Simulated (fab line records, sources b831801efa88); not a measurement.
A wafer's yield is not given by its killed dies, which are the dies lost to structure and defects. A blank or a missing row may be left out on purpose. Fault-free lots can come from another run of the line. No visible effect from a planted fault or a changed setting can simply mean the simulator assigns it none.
Chamber matching || flow sky130 || SKY_LI_CONTACT_CMP_24 on cmp-02 has 4 sister chambers
The step polishes, stops on PSG, t overpolish 20 s, target thk 0 nm. 14 wafers are shown with their chamber, then 7 later ones without.

== WAFERS WITH THEIR CHAMBER ==
{"wafer": "L583.1", "chamber": 3, "motor_current_A (A)": 12.4, "time_to_endpoint_s (s)": 99, "overpolish_run_s (s)": 19.986}
{"wafer": "L583.5", "chamber": 3, "motor_current_A (A)": 12.1, "time_to_endpoint_s (s)": 94, "overpolish_run_s (s)": 19.994}
{"wafer": "L583.6", "chamber": 2, "motor_current_A (A)": 13.4, "time_to_endpoint_s (s)": 92, "overpolish_run_s (s)": 20.002}
{"wafer": "L587.2", "chamber": 3, "motor_current_A (A)": 11.9, "time_to_endpoint_s (s)": 97, "overpolish_run_s (s)": 20.008}
{"wafer": "L587.3", "chamber": 0, "motor_current_A (A)": 11.2, "time_to_endpoint_s (s)": 95, "overpolish_run_s (s)": 19.985}
{"wafer": "L587.5", "chamber": 1, "motor_current_A (A)": 12.7, "time_to_endpoint_s (s)": 95, "overpolish_run_s (s)": 19.983}
{"wafer": "L589.1", "chamber": 0, "motor_current_A (A)": 11.6, "time_to_endpoint_s (s)": 97, "overpolish_run_s (s)": 20.004}
{"wafer": "L589.2", "chamber": 2, "motor_current_A (A)": 14.0, "time_to_endpoint_s (s)": 92, "overpolish_run_s (s)": 19.991}
{"wafer": "L589.6", "chamber": 3, "motor_current_A (A)": 12.0, "time_to_endpoint_s (s)": 95, "overpolish_run_s (s)": 20.015}
{"wafer": "L592.1", "chamber": 3, "motor_current_A (A)": 11.9, "time_to_endpoint_s (s)": 94, "overpolish_run_s (s)": 19.998}
{"wafer": "L592.2", "chamber": 2, "motor_current_A (A)": 12.8, "time_to_endpoint_s (s)": 93, "overpolish_run_s (s)": 20.012}
{"wafer": "L592.4", "chamber": 0, "motor_current_A (A)": 12.6, "time_to_endpoint_s (s)": 95, "overpolish_run_s (s)": 20.001}
{"wafer": "L596.1", "chamber": 0, "motor_current_A (A)": 12.0, "time_to_endpoint_s (s)": 93, "overpolish_run_s (s)": 19.995}
{"wafer": "L596.4", "chamber": 3, "motor_current_A (A)": 11.7, "time_to_endpoint_s (s)": 97, "overpolish_run_s (s)": 20.010}

SIGNATURES, as means of the wafers listed above
{"reading": "motor_current_A", "chamber 0": 11.850, "chamber 1": 12.700, "chamber 2": 13.400, "chamber 3": 12.000, "scatter within a chamber": 0.455}
{"reading": "time_to_endpoint_s", "chamber 0": 95.00, "chamber 1": 95.00, "chamber 2": 92.33, "chamber 3": 96.00, "scatter within a chamber": 1.69}
{"reading": "overpolish_run_s", "chamber 0": 19.99625, "chamber 1": 19.98300, "chamber 2": 20.00167, "chamber 3": 20.00183, "scatter within a chamber": 0.0102}
Rule: for each reading, subtract the chamber's mean from the wafer's reading, divide by that reading's scatter and square the result; add these up over the readings and take the root, which gives the wafer's distance from the chamber. The wafer belongs to the nearest chamber; if the next one is less than 2 further off, it can't be placed. The scatter: the root of (the sum of the squares of (reading less its chamber's mean) over the shown wafers, divided by (wafers less chambers)).

== WAFERS WHOSE CHAMBER IS MISSING ==
{"wafer": "L596.5", "motor_current_A (A)": 11.3, "time_to_endpoint_s (s)": 95, "overpolish_run_s (s)": 20.001}
{"wafer": "L597.2", "motor_current_A (A)": 13.5, "time_to_endpoint_s (s)": 97, "overpolish_run_s (s)": 19.992}
{"wafer": "L597.4", "motor_current_A (A)": 10.8, "time_to_endpoint_s (s)": 94, "overpolish_run_s (s)": 20.017}
{"wafer": "L597.5", "motor_current_A (A)": 12.5, "time_to_endpoint_s (s)": 101, "overpolish_run_s (s)": 19.983}
{"wafer": "L605.3", "motor_current_A (A)": 12.1, "time_to_endpoint_s (s)": 99, "overpolish_run_s (s)": 19.980}
{"wafer": "L605.4", "motor_current_A (A)": 13.9, "time_to_endpoint_s (s)": 99, "overpolish_run_s (s)": 19.988}
{"wafer": "L605.5", "motor_current_A (A)": 13.7, "time_to_endpoint_s (s)": 98, "overpolish_run_s (s)": 20.016}

== THE CHAMBER EACH PASSED THROUGH ==
{"wafer": "L596.5", "from the rows above": "can't be placed: 0 or 3", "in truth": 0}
{"wafer": "L597.2", "from the rows above": "can't be placed: 1 or 2 or 3 or 0", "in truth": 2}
{"wafer": "L597.4", "from the rows above": "can't be placed: 0 or 3", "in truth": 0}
{"wafer": "L597.5", "from the rows above": "can't be placed: 1 or 3 or 0", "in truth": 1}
{"wafer": "L605.3", "from the rows above": "can't be placed: 1 or 3 or 0", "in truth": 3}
{"wafer": "L605.4", "from the rows above": "can't be placed: 1 or 2 or 3 or 0", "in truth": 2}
{"wafer": "L605.5", "from the rows above": "can't be placed: 2 or 3 or 1 or 0", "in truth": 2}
Placed correctly: 0 of 7. Not placeable from these rows: 7 (in 7, the candidates include the true chamber). Placed wrongly: 0.
